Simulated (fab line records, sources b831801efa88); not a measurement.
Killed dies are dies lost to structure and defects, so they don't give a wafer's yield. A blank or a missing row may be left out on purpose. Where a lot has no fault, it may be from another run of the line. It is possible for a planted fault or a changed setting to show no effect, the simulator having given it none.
Which of the tools did it?    flow gf180mcu    36 wafers from 12 lots sampled at 4 of the route's 602 steps

## WHAT THE GAUGES READ, wafer by wafer
GF_MVPSD_TW_MEAS_11.
lot   measured      on             MVPSD_TW
L312  day 5 02:11   film_metro-01  556 562 559
L313  day 5 08:19   film_metro-02  552 555 552
L314  day 5 12:47   film_metro-01  561 559 558
L315  day 5 17:55   film_metro-02  553 557 550
L317  day 6 04:35   film_metro-01  558 560 562
L320  day 7 00:59   film_metro-01  558 560 557
L323  day 7 18:38   film_metro-01  562 560 562
L324  day 8 01:43   film_metro-04  553 551 552
L325  day 8 07:25   film_metro-02  551 550 549
L331  day 9 18:26   film_metro-02  1048 1047 1047
L332  day 10 00:41  film_metro-04  1023 1027 1031
L333  day 10 06:20  film_metro-02  1041 1042 1050

GF_VT_IMPLANT_RS_MEAS_49: measurement is done with a four-point probe.
lot   measured      on             MVPSD_RS (ohm/sq)
L312  day 7 15:05   film_metro-01  1168.1 1164.9 1171.9
L313  day 7 22:05   film_metro-04  1168.1 1167.6 1171.8
L314  day 8 04:11   film_metro-02  1165.2 1170.5 1171.2
L315  day 8 09:40   film_metro-04  1169.6 1170.3 1172.6
L317  day 8 20:52   film_metro-04  1165.7 1161.9 1167.0
L320  day 9 20:41   film_metro-04  1168.5 1168.2 1167.2
L323  day 10 16:50  film_metro-01  1166.0 1165.6 1164.2
L324  day 11 00:02  film_metro-01  1166.5 1167.5 1166.9
L325  day 11 05:41  film_metro-01  1166.7 1164.2 1166.6
L331  day 12 21:11  film_metro-02  1567.5 1565.9 1567.3
L332  day 13 04:22  film_metro-02  1569.1 1563.4 1563.0
L333  day 13 10:14  film_metro-04  1567.3 1566.6 1564.1

GF_SAB_THK_MEAS_01.
lot   measured      on             SAB_CVD_00_THK (nm)
L312  day 14 05:24  film_metro-03  49.8 50.5 50.9
L313  day 14 19:41  film_metro-01  50.1 50.5 50.6
L314  day 15 04:58  film_metro-03  50.2 50.6 51.0
L315  day 15 10:15  film_metro-02  50.2 50.8 50.7
L317  day 15 21:25  film_metro-03  50.4 51.2 50.6
L320  day 17 02:41  film_metro-01  50.1 50.4 51.3
L323  day 18 06:11  film_metro-01  49.9 49.6 50.8
L324  day 18 15:08  film_metro-03  49.6 49.3 48.9
L325  day 18 21:43  film_metro-01  49.5 49.4 50.2
L331  day 20 23:08  film_metro-02  50.3 49.6 50.4
L332  day 21 08:35  film_metro-03  50.2 50.3 50.1
L333  day 21 12:02  film_metro-01  50.1 50.2 50.8

## WHICH TOOL RAN EACH LOT (tool, then ch and the chambers of the sampled wafers, then the start)
lot   GF_MVPSD_IMPLANT_08
L312  implanter-01 ch 0, day 5 01:47
L313  implanter-03 ch 0, day 5 07:55
L314  implanter-01 ch 0, day 5 12:24
L315  implanter-03 ch 0, day 5 17:32
L317  implanter-01 ch 0, day 6 04:11
L320  implanter-03 ch 0, day 7 00:35
L323  implanter-01 ch 0, day 7 18:14
L324  implanter-03 ch 0, day 8 01:19
L325  implanter-01 ch 0, day 8 07:01
L331  implanter-03 ch 0, day 9 18:02
L332  implanter-01 ch 0, day 10 00:17
L333  implanter-04 ch 0, day 10 05:56
- GF_MVPSD_IMPLANT_08

## AS READ BY THE TOOLS THEMSELVES (means over the sampled wafers that have a number; for cases with no such wafer, the mark the record gives instead)
GF_MVPSD_IMPLANT_08.
lot   tool          dose_ions_cm2
L312  implanter-01  1.4985e+13
L313  implanter-03  1.4997e+13
L314  implanter-01  1.5007e+13
L315  implanter-03  1.5009e+13
L317  implanter-01  1.4981e+13
L320  implanter-03  1.5006e+13
L323  implanter-01  1.5024e+13
L324  implanter-03  1.4995e+13
L325  implanter-01  1.5006e+13
L331  implanter-03  1.4999e+13
L332  implanter-01  1.4977e+13
L333  implanter-04  1.4987e+13

## THE ANSWER, worked out from the rows above alone
Rule: what is usual is taken from the lots themselves. The widest of any qualifying gaps counts: lots, ordered by their means at a reading, are off when they make up no more than a third of the lots, leave a main group of 4 or more, and stand apart from it by 3 or more times the standard deviation of that group's means. If all means in a main group match to the digits the tables above print for the reading, that group is not used. A lot without any number at a reading at which 4 lots or more have one is off too. The other lots that the step has rows for count as sound. The gauges are gone through in route order, then the tools' own readings, and for those a lot's mean is taken as printed above. The first step at which some lot is off is used, and at that step the reading that is off furthest; a lot without a number counts as furthest.
Off: L331, L332, L333, at GF_MVPSD_TW_MEAS_11 (MVPSD_TW). Mean 556 and standard deviation 3.9 in the main group.
If a tool, at a process step before that reading, ran all the lots that are off and no sound lot after the first of them, it fits. Those tools and the gauges at GF_MVPSD_TW_MEAS_11 are tried in the same way. No candidate that was tried fits.

## WHAT THE SIMULATOR HAD PUT IN
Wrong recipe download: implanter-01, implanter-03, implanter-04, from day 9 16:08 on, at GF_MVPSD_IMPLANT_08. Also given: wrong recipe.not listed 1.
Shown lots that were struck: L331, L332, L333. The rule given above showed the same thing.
